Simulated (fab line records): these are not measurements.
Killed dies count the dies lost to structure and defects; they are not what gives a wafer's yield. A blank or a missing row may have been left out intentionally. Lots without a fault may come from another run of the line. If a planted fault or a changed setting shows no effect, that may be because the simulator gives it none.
Chamber matching + flow gf180mcu + 3 sister chambers for GF_V4_CVD_02 on pecvd-01
The step deposits SiO2 from TEOS, target thk 850 nm, time 94.851 s. 6 wafers are shown with their chamber, then 7 later ones without.

== WAFERS, EACH WITH ITS CHAMBER ==
| wafer  | chamber | heater power w (W) |
|--------|---------|--------------------|
| L348.2 | 1       | 557                |
| L349.4 | 0       | 596                |
| L352.1 | 0       | 532                |
| L352.4 | 1       | 608                |
| L354.2 | 2       | 583                |
| L354.5 | 2       | 652                |

== WAFERS WHOSE CHAMBER IS MISSING ==
| wafer  | heater power w (W) |
|--------|--------------------|
| L354.6 | 632                |
| L364.1 | 662                |
| L364.4 | 504                |
| L364.5 | 514                |
| L365.3 | 659                |
| L365.5 | 513                |
| L365.6 | 527                |

== CHAMBER TAKEN BY EACH ==
| wafer  | from the rows above          | in truth |
|--------|------------------------------|----------|
| L354.6 | can't be placed: 2 or 1 or 0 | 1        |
| L364.1 | can't be placed: 2 or 1 or 0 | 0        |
| L364.4 | can't be placed: 0 or 1 or 2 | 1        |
| L364.5 | can't be placed: 0 or 1 or 2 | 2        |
| L365.3 | can't be placed: 2 or 1 or 0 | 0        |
| L365.5 | can't be placed: 0 or 1 or 2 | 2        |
| L365.6 | can't be placed: 0 or 1 or 2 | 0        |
Correct placement for 0 of the 7. These rows do not allow placing 7 (true chamber among the candidates in 7). Wrongly placed: 0.
How it was worked out, from the rows above alone: a wafer's distance from a chamber is the root of the sum, over the readings, of the square of ((its reading less the chamber's mean) divided by the reading's scatter). If the next closest chamber is less than 2 further off than the closest, the wafer can't be placed; otherwise it belongs to the closest. The mean given for a chamber averages the wafers shown for that chamber. How the scatter is found: for the shown wafers, subtract from each reading the mean of its chamber, square and add these, divide the total by (wafers less chambers), then take the root.
